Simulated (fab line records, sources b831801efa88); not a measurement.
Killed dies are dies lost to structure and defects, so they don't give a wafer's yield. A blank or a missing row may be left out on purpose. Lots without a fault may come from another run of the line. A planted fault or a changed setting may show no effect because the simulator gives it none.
Chamber matching | flow gf180mcu | GF_STI_ETCH_13 on rie_diel-04: 4 sister chambers
The step etches the open film in CHF3/O2, stops on Si, target depth 282.31 nm, time 112.9 s. 4 wafers are shown with their chamber, then 7 later ones without.

WAFERS WITH THEIR CHAMBER
wafer  | chamber | oes_product_au (a.u.)
L456.5 | 0       | 0.835
L460.2 | 3       | 0.834
L460.4 | 2       | 0.829
L462.5 | 1       | 0.822

WAFERS WITHOUT THEIR CHAMBER
wafer  | oes_product_au (a.u.)
L462.6 | 0.830
L463.4 | 0.829
L463.5 | 0.824
L463.6 | 0.826
L465.1 | 0.833
L465.3 | 0.835
L465.6 | 0.834

WHICH CHAMBER EACH WENT THROUGH
wafer  | from the rows above     | in truth
L462.6 | 2                       | 2
L463.4 | 2                       | 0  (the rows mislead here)
L463.5 | 1                       | 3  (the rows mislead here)
L463.6 | can't be placed: 2 or 1 | 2
L465.1 | can't be placed: 3 or 0 | 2
L465.3 | can't be placed: 0 or 3 | 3
L465.6 | can't be placed: 3 or 0 | 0
Placed correctly: 1 of 7. Can't be placed from these rows: 4 (the true chamber is among the candidates in 3). Placed wrongly: 2.
How it was worked out, from the rows above alone: a wafer's distance from a chamber is the root of the sum, over the readings, of the square of ((its reading less the chamber's mean) divided by the reading's scatter). The wafer belongs to the nearest chamber; if the next one is less than 2 further off, it can't be placed. A chamber's mean is the mean of its shown wafers. The scatter: with one shown wafer a chamber, the root of the mean of the squares of how far each hidden wafer lies from its nearest shown one.
